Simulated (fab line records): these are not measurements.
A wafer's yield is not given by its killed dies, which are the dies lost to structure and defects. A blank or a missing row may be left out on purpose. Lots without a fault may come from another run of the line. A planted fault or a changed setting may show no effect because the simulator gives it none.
Matching of chambers :: flow sky130 :: SKY_VIA4_CMP_21 on cmp-02: 4 sister chambers
The step polishes, stops on SiO2, t overpolish 25 s, target thk 0 nm. 4 wafers are shown with their chamber, then 10 later ones without.

## WAFERS WITH THEIR CHAMBER
wafer: L540.1
chamber: 3
motor current A (A): 11.8

wafer: L541.5
chamber: 0
motor current A (A): 10.3

wafer: L545.3
chamber: 1
motor current A (A): 11.2

wafer: L545.4
chamber: 2
motor current A (A): 11.7

## WAFERS WHOSE CHAMBER IS MISSING
wafer: L545.6
motor current A (A): 11.2

wafer: L544.1
motor current A (A): 10.4

wafer: L544.2
motor current A (A): 12.2

wafer: L544.3
motor current A (A): 11.1

wafer: L552.1
motor current A (A): 10.9

wafer: L552.2
motor current A (A): 12.3

wafer: L552.4
motor current A (A): 11.6

wafer: L553.2
motor current A (A): 12.1

wafer: L553.3
motor current A (A): 11.6

wafer: L553.4
motor current A (A): 10.4

## CHAMBER TAKEN BY EACH
wafer: L545.6
from the rows above: can't be placed: 1 or 2
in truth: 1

wafer: L544.1
from the rows above: 0
in truth: 0

wafer: L544.2
from the rows above: can't be placed: 3 or 2
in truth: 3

wafer: L544.3
from the rows above: can't be placed: 1 or 2
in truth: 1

wafer: L552.1
from the rows above: can't be placed: 1 or 0 or 2
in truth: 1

wafer: L552.2
from the rows above: can't be placed: 3 or 2
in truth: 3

wafer: L552.4
from the rows above: can't be placed: 2 or 3 or 1
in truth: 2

wafer: L553.2
from the rows above: can't be placed: 3 or 2
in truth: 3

wafer: L553.3
from the rows above: can't be placed: 2 or 3 or 1
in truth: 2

wafer: L553.4
from the rows above: 0
in truth: 0
Placed correctly: 2 of 10. From these rows, 8 cannot be placed; in 8 the true chamber is one of the candidates. Placed wrongly: 0.
How it was worked out, from the rows above alone: a wafer's distance from a chamber is the root of the sum, over the readings, of the square of ((its reading less the chamber's mean) divided by the reading's scatter). If the next closest chamber is less than 2 further off than the closest, the wafer can't be placed; otherwise it belongs to the closest. Each chamber's mean is taken over the wafers shown for it. The scatter: with one shown wafer a chamber, the root of the mean of the squares of how far each hidden wafer lies from its nearest shown one.
